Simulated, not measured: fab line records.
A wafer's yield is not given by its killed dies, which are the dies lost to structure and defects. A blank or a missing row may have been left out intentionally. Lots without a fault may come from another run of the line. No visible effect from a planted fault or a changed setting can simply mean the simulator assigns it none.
fab line records	flow sky130
record: lots: 15	wafers: 45	last_day: 50
route steps=708 shown VIA1@460 METAL2@484
lots untouched by any fault: they come from a run of this same line in which no faults occurred
start_h: hours from the record's first day to the start of the lot's first wafer shown	wait_h: how many hours have passed since the lot's step before this one	" repeats the value in the row above	L1.1+2: one row covering several wafers at once	- no value, or no start given	* or withheld: withheld	< > ~ a bound
route shown NAME@n: NAME is a module with steps in the file, n the number in the route of the first one	usual: average and standard deviation across the fault-free wafers	same: alike in all rows	chamber/n: place in a boat	sites: the reading at each site	_std_site: standard deviation across them	_edge_site: mean of outer sites minus mean of inner sites	radius_mm: for every site, how far away it sits from the centre of the wafer	mask NAME#n: copy n	behind: the tool/chamber that last shaped the wafer	hold: reason for holding the lot/hours on hold/outcome of the hold	device: names the non-switching transistor (n, p or np)	end of line: at the end of the route, the tests of the same wafers	step lacking rows: just its recipe	killed: at the first sort, the dies lost to defects and structure; wafer yield is something else	map: a wafer's dies, x killed, . not, _ none there
set.NAME: the setting that was run; set.NAME@STEP: the one run at that earlier step	model.NAME: the simulator's own value behind a step, which no gauge read
steps of the route over a sample of lots; a table a step, a row a wafer
services: the hour from which a tool's chamber was out of use, counted from the record's first day as start_h (under 0 if before that day), plus the number of hours and why
== steps ==
step: SKY_VIA1_CMP_02
recipe: material: SiO2	down_force_psi: 4	platen_rpm: 60	pad_velocity_m_s: 0.94248
usual: motor_current_A: 12.0/1.3	retaining_ring_pressure_frac: 1.000/0.0047
lot.wafer	tool	chamber	start_h	wait_h	motor_current_A	retaining_ring_pressure_frac
L162.3	cmp-01	2	775.47	0.1	9.1	1.002
L162.2	"	3	"	"	12.2	0.998
L162.1	"	0	"	"	12.6	1.005
L163.1	cmp-02	2	789.75	0.1	12.8	1.003
L163.2	"	3	"	"	11.9	0.994
L163.3	"	0	"	"	12.4	1.002
L164.3	cmp-01	2	795.35	0.0	9.3	1.001
L164.1	"	1	"	"	13.0	0.996
L164.6	"	2	"	"	9.1	0.997
L165.4	cmp-02	1	802.05	0.0	11.8	1.002
L165.6	"	1	"	"	12.1	1.000
L165.5	"	2	"	"	12.6	1.004
L167.3	cmp-02	2	815.80	0.0	13.4	1.001
L167.1	"	0	"	"	12.6	0.996
L167.6	"	2	"	"	12.4	0.991
L168.4	cmp-01	1	836.55	0.1	13.1	0.998
L168.3	"	2	"	"	9.1	1.004
L168.5	"	0	"	"	13.1	1.005
L170.4	cmp-01	0	847.40	0.2	12.4	1.003
L170.6	"	1	"	"	13.3	0.997
L170.5	"	2	"	"	9.1	1.000
L172.2	cmp-02	3	870.43	0.1	12.1	0.992
L172.4	"	0	"	"	12.8	1.005
L172.3	"	1	"	"	12.0	1.006
L173.3	cmp-02	1	872.40	0.1	11.6	1.001
L173.5	"	0	"	"	12.5	1.002
L173.6	"	1	"	"	12.0	0.997
L175.2	cmp-01	3	883.68	0.0	12.4	1.002
L175.1	"	1	"	"	12.8	1.006
L175.4	"	2	"	"	8.4	0.999
L176.3	cmp-02	3	886.32	0.0	11.7	1.005
L176.2	"	0	"	"	12.3	1.004
L176.4	"	2	"	"	12.9	1.000
L177.2	cmp-01	1	889.24	0.0	12.6	0.998
L177.4	"	0	"	"	12.7	0.993
L177.6	"	2	"	"	9.3	0.993
L181.3	cmp-02	1	914.30	0.2	12.4	0.994
L181.1	"	2	"	"	13.0	1.012
L181.6	"	2	"	"	13.7	1.005
L184.3	cmp-01	1	924.12	0.1	13.0	1.006
L184.2	"	3	"	"	12.5	0.997
L184.5	"	0	"	"	12.8	1.006
L185.1	cmp-01	1	941.37	0.1	13.6	1.003
L185.4	"	2	"	"	8.7	1.005
L185.5	"	0	"	"	13.0	0.999
step: SKY_VIA1_ETCH_14
recipe: chemistry: N2/H2	target: BARC	ion_energy_ev: 200	source_w: 500	bias_w: 100	pressure_mtorr: 30	n2_flow_sccm: 100	h2_flow_sccm: 200	stop_on: SiO2	time_s: 45.9	target_depth_a: 600
usual: bias_w: 99.99/0.29	chamber_pressure_mTorr: 30.004/0.029	drypump_motor_current_A: 5.8/0.51	oes_product_au: 0.854/0.0048	throttle_valve_pct: 13.224/0.0089
lot.wafer	tool	chamber	start_h	wait_h	bias_w	chamber_pressure_mTorr	drypump_motor_current_A	oes_product_au	rf_hours_counter_h	throttle_valve_pct
L162.1	rie_diel-04	2	802.32	0.0	100.31	30.027	5.5	0.859	22	13.228
L162.2	"	1	"	"	100.49	30.020	6.0	0.854	12	13.231
L162.3	"	0	"	"	100.13	30.049	5.3	0.859	30	13.226
L163.1	rie_diel-02	2	816.59	0.0	99.76	30.003	5.0	0.848	20	13.230
L163.2	"	0	"	"	99.50	30.068	6.6	0.856	9	13.216
L163.3	"	3	"	"	99.92	29.936	5.7	0.849	1	13.219
L164.1	rie_diel-03	3	821.07	0.0	100.16	30.016	5.5	0.852	27	13.235
L164.3	"	1	"	"	99.68	30.033	5.8	0.856	1	13.224
L164.6	"	3	"	"	100.32	29.994	5.6	0.848	-	13.230
L165.4	rie_diel-02	3	828.19	0.0	100.13	30.047	5.7	0.846	2	13.226
L165.5	"	2	"	"	100.03	29.973	5.0	0.856	-	13.232
L165.6	"	1	"	"	100.90	30.020	5.9	0.853	-	13.201
L167.1	rie_diel-02	3	842.89	0.0	100.16	29.993	5.7	0.855	2	13.229
L167.3	"	0	"	"	99.92	29.993	6.5	0.857	10	13.241
L167.6	"	2	"	"	100.01	30.056	5.0	0.848	-	13.224
L168.3	rie_diel-04	3	863.57	0.0	100.23	30.017	6.2	0.854	19	13.235
L168.4	"	3	"	"	100.25	29.939	6.3	0.857	-	13.223
L168.5	"	1	"	"	99.72	30.015	6.0	0.856	-	13.244
L170.4	rie_diel-03	0	874.04	0.0	100.21	30.052	6.8	0.851	17	13.211
L170.5	"	2	"	"	100.09	29.985	5.5	0.852	-	13.226
L170.6	"	3	"	"	100.62	30.038	5.6	0.854	-	13.226
L172.2	rie_diel-02	1	896.04	0.0	99.77	30.030	5.9	0.863	11	13.230
L172.3	"	0	"	"	100.06	29.987	6.5	0.858	11	13.209
L172.4	"	2	"	"	99.72	30.001	5.0	0.861	22	13.218
L173.3	rie_diel-02	1	898.42	0.0	100.37	30.052	5.9	0.852	12	13.222
L173.5	"	2	"	"	100.21	29.998	5.0	0.866	-	13.209
L173.6	"	1	"	"	99.80	29.999	6.0	0.849	-	13.224
L175.1	rie_diel-04	3	908.82	0.0	-	-	-	-	-	-
L175.2	"	2	"	"	-	-	-	-	-	-
L175.4	"	1	"	"	-	-	-	-	-	-
L176.2	rie_diel-02	3	911.54	0.0	-	-	-	-	-	-
L176.3	"	1	"	"	-	-	-	-	-	-
L176.4	"	0	"	"	-	-	-	-	-	-
L177.2	rie_diel-03	3	914.94	0.0	-	-	-	-	-	-
L177.4	"	2	"	"	-	-	-	-	-	-
L177.6	"	1	"	"	-	-	-	-	-	-
L181.1	rie_diel-04	1	938.92	0.0	99.71	29.986	6.0	0.861	15	13.203
L181.3	"	2	"	"	100.19	29.988	5.5	0.849	1	13.217
L181.6	"	3	"	"	99.79	30.011	6.2	0.856	-	13.228
L184.2	rie_diel-04	2	949.09	0.0	99.66	30.019	5.5	0.851	2	13.221
L184.3	"	0	"	"	99.62	29.996	5.2	0.856	3	13.218
L184.5	"	3	"	"	100.44	30.032	6.3	0.865	-	13.229
L185.1	rie_diel-03	3	966.39	0.0	100.32	30.006	5.6	0.854	3	13.231
L185.4	"	2	"	"	100.48	30.006	5.5	0.847	19	13.212
L185.5	"	1	"	"	99.77	29.985	5.7	0.849	-	13.233
step: SKY_VIA1_ETCH_15
recipe: target: SiO2	chemistry: C4F8/O2/Ar	target_depth_nm: 351	stop_on: TiN	mask_material: KrF-thick	source_w: 1500	bias_w: 1200	pressure_mtorr: 40	c4f8_flow_sccm: withheld	O2_flow_sccm: 6	Ar_flow_sccm: 300	time_s: 54
usual: bias_w: 1201/3.7	chamber_pressure_mTorr: 40.00/0.039	oes_product_au: 0.980/0.0051
lot.wafer	tool	chamber	start_h	wait_h	bias_w	chamber_pressure_mTorr	oes_product_au	rf_hours_counter_h
L162.1	rie_diel-04	2	802.36	0.0	1205	40.02	0.979	22
L162.2	"	1	"	"	1201	39.96	0.977	12
L162.3	"	0	"	"	1202	40.06	0.979	30
L163.1	rie_diel-02	2	816.63	0.0	1200	39.98	0.979	20
L163.2	"	0	"	"	1205	39.99	0.974	10
L163.3	"	3	"	"	1201	40.01	0.984	1
L164.1	rie_diel-03	3	821.11	0.0	1196	39.96	0.981	27
L164.3	"	1	"	"	1205	40.06	0.985	1
L164.6	"	3	"	"	1202	39.98	0.975	-
L165.4	rie_diel-02	3	828.23	0.0	1197	39.96	0.986	2
L165.5	"	2	"	"	1192	39.95	0.986	-
L165.6	"	1	"	"	1210	40.03	0.978	-
L167.1	rie_diel-02	3	842.93	0.0	1200	40.03	0.980	2
L167.3	"	0	"	"	1199	39.91	0.986	11
L167.6	"	2	"	"	1204	39.98	0.975	-
L168.3	rie_diel-04	3	863.61	0.0	1203	39.99	0.977	19
L168.4	"	3	"	"	1196	40.01	0.980	-
L168.5	"	1	"	"	1209	40.01	0.981	-
L170.4	rie_diel-03	0	874.08	0.0	1205	39.99	0.983	17
L170.5	"	2	"	"	1204	40.10	0.988	-
L170.6	"	3	"	"	1204	40.03	0.976	-
L172.2	rie_diel-02	1	896.08	0.0	1200	40.01	0.976	11
L172.3	"	0	"	"	1196	39.99	0.981	11
L172.4	"	2	"	"	1204	39.91	0.981	22
L173.3	rie_diel-02	1	898.46	0.0	1199	39.99	0.983	12
L173.5	"	2	"	"	1201	40.02	0.974	-
L173.6	"	1	"	"	1201	40.04	0.983	-
L175.1	rie_diel-04	3	908.86	0.0	1196	40.05	0.379	20
L175.2	"	2	"	"	1200	40.04	0.371	1
L175.4	"	1	"	"	1202	40.02	0.378	15
L176.2	rie_diel-02	3	911.58	0.0	1207	40.00	0.373	4
L176.3	"	1	"	"	1198	39.97	0.368	12
L176.4	"	0	"	"	1198	39.98	0.367	12
L177.2	rie_diel-03	3	914.98	0.0	1203	40.02	0.378	2
L177.4	"	2	"	"	1206	40.05	0.381	17
L177.6	"	1	"	"	1202	40.05	0.369	-
L181.1	rie_diel-04	1	938.96	0.0	1205	39.99	0.970	15
L181.3	"	2	"	"	1199	39.99	0.983	2
L181.6	"	3	"	"	1200	39.99	0.974	-
L184.2	rie_diel-04	2	949.13	0.0	1200	40.01	0.987	2
L184.3	"	0	"	"	1199	40.05	0.970	3
L184.5	"	3	"	"	1207	39.93	0.982	-
L185.1	rie_diel-03	3	966.43	0.0	1198	39.98	0.978	3
L185.4	"	2	"	"	1197	39.96	0.987	19
L185.5	"	1	"	"	1201	40.03	0.980	-
step: SKY_VIA1_STRIP_16
recipe: chemistry: O2/N2	power_w: 1400	pressure_mtorr: 1500	platen_temp_c: withheld	o2_flow_sccm: 3000	n2_flow_sccm: 300	overash_fraction: 0.5
usual: drypump_motor_current_A: 5.7/0.36	oes_product_au: 0.415/0.005	strip_time_to_endpoint_s: 4.449/0.025
lot.wafer	tool	chamber	start_h	wait_h	drypump_motor_current_A	oes_product_au	rf_hours_counter_h	strip_time_to_endpoint_s
L162.1	plasma_asher-04	1	802.40	0.0	5.8	0.418	96	4.451
L162.2	"	0	"	"	5.4	0.416	96	4.464
L162.3	"	0	"	"	5.4	0.412	-	4.467
L163.1	plasma_asher-02	1	816.68	0.0	5.4	0.417	8	4.459
L163.2	"	0	"	"	6.3	0.422	8	4.495
L163.3	"	1	"	"	5.4	0.422	-	4.477
L164.1	plasma_asher-02	1	821.15	0.0	5.4	0.414	8	4.381
L164.3	"	0	"	"	6.3	0.419	-	4.421
L164.6	"	1	"	"	5.4	0.417	-	4.373
L165.4	plasma_asher-03	1	828.31	0.1	5.4	0.425	-	4.461
L165.5	"	1	"	"	5.4	0.416	-	4.459
L165.6	"	0	"	"	5.3	0.412	-	4.439
L167.1	plasma_asher-02	1	842.98	0.0	5.4	0.418	10	4.443
L167.3	"	0	"	"	6.4	0.419	-	4.443
L167.6	"	0	"	"	6.4	0.410	-	4.413
L168.3	plasma_asher-04	0	863.69	0.1	5.4	0.427	-	4.478
L168.4	"	1	"	"	5.8	0.414	-	4.469
L168.5	"	1	"	"	5.8	0.416	-	4.451
L170.4	plasma_asher-04	0	874.16	0.1	5.4	0.409	-	4.474
L170.5	"	1	"	"	5.8	0.419	-	4.446
L170.6	"	0	"	"	5.4	0.421	-	4.472
L172.2	plasma_asher-03	1	896.13	0.0	5.4	0.415	46	4.422
L172.3	"	0	"	"	5.3	0.418	-	4.449
L172.4	"	1	"	"	5.4	0.413	-	4.450
L173.3	plasma_asher-02	1	898.54	0.1	5.4	0.409	-	4.425
L173.5	"	0	"	"	6.4	0.420	-	4.441
L173.6	"	1	"	"	5.4	0.406	-	4.431
L175.1	plasma_asher-04	0	908.91	0.0	5.4	0.429	106	4.940
L175.2	"	1	"	"	5.8	0.440	106	4.918
L175.4	"	1	"	"	5.8	0.433	-	4.934
L176.2	plasma_asher-04	1	911.63	0.0	5.8	0.429	106	4.896
L176.3	"	0	"	"	5.4	0.430	-	4.889
L176.4	"	1	"	"	5.8	0.431	-	4.880
L177.2	plasma_asher-03	1	915.03	0.0	5.4	0.440	48	4.869
L177.4	"	0	"	"	5.2	0.425	-	4.879
L177.6	"	1	"	"	5.4	0.442	-	4.895
L181.1	plasma_asher-02	1	939.01	0.0	5.4	0.415	20	4.412
L181.3	"	1	"	"	5.4	0.409	-	4.402
L181.6	"	0	"	"	6.4	0.413	-	4.407
L184.2	plasma_asher-02	0	949.18	0.0	6.4	0.405	21	4.457
L184.3	"	0	"	"	6.4	0.410	-	4.489
L184.5	"	1	"	"	5.4	0.417	-	4.475
L185.1	plasma_asher-04	1	966.48	0.0	5.8	0.423	112	4.432
L185.4	"	1	"	"	5.8	0.411	-	4.445
L185.5	"	1	"	"	5.8	0.413	-	4.455
step: SKY_METAL2_SPUTTER_01
recipe: material: TiN	target_thk_nm: 20	power_w: 6500	time_s: 16.7	chamber_pressure_pa: 0.4
usual: throttle_valve_pct: 30.3/0.76
lot.wafer	tool	chamber	start_h	wait_h	throttle_valve_pct
L162.1	pvd_sputter-03	-	803.65	0.0	29.6
L162.2	"	-	"	"	30.6
L162.3	"	-	"	"	32.2
L163.1	pvd_sputter-02	-	817.93	0.0	28.9
L163.2	"	-	"	"	30.7
L163.3	"	-	"	"	30.2
L164.1	pvd_sputter-03	-	822.43	0.0	31.7
L164.3	"	-	"	"	31.1
L164.6	"	-	"	"	32.0
L165.4	pvd_sputter-03	-	829.53	0.0	29.7
L165.5	"	-	"	"	30.7
L165.6	"	-	"	"	32.0
L167.1	pvd_sputter-01	-	844.36	0.0	30.7
L167.3	"	-	"	"	30.5
L167.6	"	-	"	"	30.4
L168.3	pvd_sputter-01	-	864.90	0.0	29.4
L168.4	"	-	"	"	30.0
L168.5	"	-	"	"	30.0
L170.4	pvd_sputter-03	-	875.38	0.0	30.8
L170.5	"	-	"	"	31.9
L170.6	"	-	"	"	30.7
L172.2	pvd_sputter-01	-	897.43	0.0	30.8
L172.3	"	-	"	"	29.2
L172.4	"	-	"	"	30.6
L173.3	pvd_sputter-02	-	899.76	0.0	29.1
L173.5	"	-	"	"	30.2
L173.6	"	-	"	"	29.4
L181.1	pvd_sputter-03	-	940.25	0.0	30.6
L181.3	"	-	"	"	29.7
L181.6	"	-	"	"	30.7
L184.2	pvd_sputter-03	-	950.43	0.0	29.6
L184.3	"	-	"	"	31.6
L184.5	"	-	"	"	30.3
L185.1	pvd_sputter-01	-	967.77	0.0	30.5
L185.4	"	-	"	"	30.2
L185.5	"	-	"	"	30.3
== services ==
tool	chamber	start_h	hours	kind
rie_diel-04	1	753.17	22.8	repair
cmp-02	-	754.61	2.1	repair
rie_diel-02	3	758.02	6.4	repair
rie_diel-04	3	759.73	2.7	repair
rie_diel-03	1	771.20	8.7	repair
cmp-02	-	778.20	0.7	repair
rie_diel-04	-	779.22	5.6	repair
rie_diel-03	0	792.20	9.5	repair
cmp-02	-	794.72	5.2	repair
cmp-02	-	831.01	2.0	repair
rie_diel-04	2	832.38	4.2	repair
rie_diel-02	0	854.46	4.2	repair
rie_diel-03	2	860.96	1.9	repair
rie_diel-02	3	869.84	14.6	repair
rie_diel-02	0	874.11	9.6	repair
rie_diel-04	3	883.27	2.9	repair
rie_diel-02	0	885.51	1.2	repair
rie_diel-04	0	888.90	5.4	repair
rie_diel-04	1	894.43	11.4	repair
cmp-01	-	895.85	2.3	repair
cmp-01	-	912.00	4.0	pm
rie_diel-03	2	921.11	1.9	repair
rie_diel-04	3	949.54	4.9	repair
cmp-02	-	953.87	1.1	repair
== key ==
first_sign: step: SKY_VIA1_ETCH_14	reading: tool_record	direction: missing
effect: step: SKY_VIA1_ETCH_15	reading: oes_product_au	direction: down	sigmas: 99+	usual: 0.980	struck: 0.374
effect: step: SKY_VIA1_STRIP_16	reading: strip_time_to_endpoint_s	direction: up	sigmas: 18	usual: *	struck: *
met_at SKY_VIA1_ETCH_14
struck_lots L175,L176,L177
later_rows_left_out L175.1,L175.2,L175.4,L176.2,L176.3,L176.4,L177.2,L177.4,L177.6
sort_left_out L175.1,L175.2,L175.4,L176.2,L176.3,L176.4,L177.2,L177.4,L177.6
not_acting_at SKY_VIA1_CMP_02,SKY_METAL2_SPUTTER_01
onset_between 898.42 908.82
fault: kind: skipped_step_whole	tool: rie_diel-02,rie_diel-03,rie_diel-04	chamber: -	onset_h: 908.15	steps: SKY_VIA1_ETCH_14	scope: struck_lots_only
sort_left_out: the simulated sort isn't trusted on such a fault, so these wafers' sort isn't shown, and their yield isn't known
later_rows_left_out: the simulator's readings of these wafers behind a module that went badly wrong aren't trusted and aren't shown, but for the sort
